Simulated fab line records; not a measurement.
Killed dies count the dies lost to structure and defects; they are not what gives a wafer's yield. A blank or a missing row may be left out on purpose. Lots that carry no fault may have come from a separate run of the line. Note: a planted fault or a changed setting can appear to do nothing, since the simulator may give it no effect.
Struck lot and sound lot, side by side ; flow gf180mcu ; 27 out of 602 route steps
Sound: wafers L914.2, L914.4, L914.6. Struck: wafers L901.3, L901.4, L901.6. The cause comes at the end.
Order at every step that has rows: each side's tool, ch and its chambers, its first start. Under that, the readings that differ: sound wafers ; struck wafers ; difference of the means ; sigmas: that difference in standard deviations of wafers without a fault.
alike: words and numbers the same on both sides, and readings whose means are apart by under 2 such deviations; not compared: readings that were withheld, readings missing a value for some wafer, numbers with overlapping values and no deviation given by the record, and bounds like >300 which may hide the same value.
Wherever a step has rows on one side only, a row that says differs or no value, or a row with sigmas, the two part there. Numbers that have no deviation but don't overlap get no sigmas and don't part them. Lack of a reading on every wafer of one side parts them only where that side has two or more wafers.

first, 6 steps without rows for these wafers: GF_HV_LDD_HMDS_25 (prime time 60 s); GF_HV_LDD_COAT_26 (resist thk 1000 nm); GF_HV_LDD_SOFTBAKE_27 (time 60 s); GF_HV_LDD_EXPOSE_28 (exposes mask Nplus HV AREA, target cd 400 nm); GF_HV_LDD_PEB_29; GF_HV_LDD_DEVELOP_30 (develop time 60 s).
GF_HV_LDD_CD_MEAS_31 targets a cd of 400 nm.
  struck on cd sem-01, day 12 16:18; sound on cd sem-01, day 17 04:19
  alike: cd nm
GF_HV_LDD_OVL_MEAS_32:
  struck on overlay-01, day 12 16:23; sound on overlay-01, day 17 04:25
  alike: HV_LDD_02_OVL
then, 4 steps without rows for these wafers: GF_HV_LDD_IMPLANT_33; GF_HV_LDD_IMPLANT_34; GF_HV_LDD_IMPLANT_35; GF_HV_LDD_IMPLANT_36.
GF_HV_LDD_STRIP_37: strips in O2/N2.
  sound on plasma asher-04 ch 0,1, day 17 05:02; struck on plasma asher-04 ch 0,1, day 12 17:03
  no value came back on the struck wafers for any of 6 readings (chamber pressure mTorr (mTorr), drypump motor current A (A) and others); on the sound wafers chamber pressure mTorr (mTorr) reads 1502.6 1500.6 1501.1
reading;sound;struck;difference;sigmas
model.NOVOLAK_of_HV_LDD_COAT_26.thk nm (nm);0 0 0;999.4 998.2 999.6;+999.1;
  not compared: rf hours counter h
GF_HV_LDD_TW_MEAS_38:
  struck on film metro-03, day 12 17:08; sound on film metro-01, day 17 05:09
reading;sound;struck;difference;sigmas
HV_LDD_3_TW;1458 1458 1451;1418 1425 1427;-32;-2
then, 7 steps without rows for these wafers: GF_HV_LDD_DEHYDRATE_39 (time 60 s); GF_HV_LDD_HMDS_40 (prime time 60 s); GF_HV_LDD_COAT_41 (resist thk 1000 nm); GF_HV_LDD_SOFTBAKE_42 (time 60 s); GF_HV_LDD_EXPOSE_43 (exposes mask Pplus HV AREA, target cd 400 nm); GF_HV_LDD_PEB_44; GF_HV_LDD_DEVELOP_45 (develop time 60 s).
GF_HV_LDD_CD_MEAS_46 targets a cd of 400 nm.
  struck on cd sem-01, day 13 12:41; sound on cd sem-02, day 18 04:28
  alike: cd nm
GF_HV_LDD_OVL_MEAS_47:
  struck on overlay-01, day 13 12:47; sound on overlay-01, day 18 04:34
  alike: HV_LDD_03_OVL
next, for these wafers, 1 step has no rows: GF_HV_LDD_IMPLANT_48.
GF_HV_LDD_STRIP_49: strips in O2/N2.
  sound on plasma asher-02 ch 0,1, day 18 04:44; struck on plasma asher-04 ch 0,1, day 13 12:59
reading;sound;struck;difference;sigmas
strip time to endpoint s (s);12.65 12.63 12.62;27.62 27.65 27.63;+15.00;+99 or more
  alike: chamber pressure mTorr, drypump motor current A, heater power w, oes product au
  not compared: rf hours counter h
GF_HV_LDD_TW_MEAS_50:
  struck on film metro-01, day 13 13:18; sound on film metro-01, day 18 04:51
reading;sound;struck;difference;sigmas
HV_LDD_4_TW;580 580 578;31 31 31;-548;-91
  not compared: hold
GF_PASSIVATION_PROBE_99:
  sound wafers here have rows in the record (prober-01, day 33 16:28); struck ones have none

## WHERE THEY PART
First at GF_HV_LDD_STRIP_37; last, within this record, at GF_PASSIVATION_PROBE_99.

WHY: the cause the simulator had injected
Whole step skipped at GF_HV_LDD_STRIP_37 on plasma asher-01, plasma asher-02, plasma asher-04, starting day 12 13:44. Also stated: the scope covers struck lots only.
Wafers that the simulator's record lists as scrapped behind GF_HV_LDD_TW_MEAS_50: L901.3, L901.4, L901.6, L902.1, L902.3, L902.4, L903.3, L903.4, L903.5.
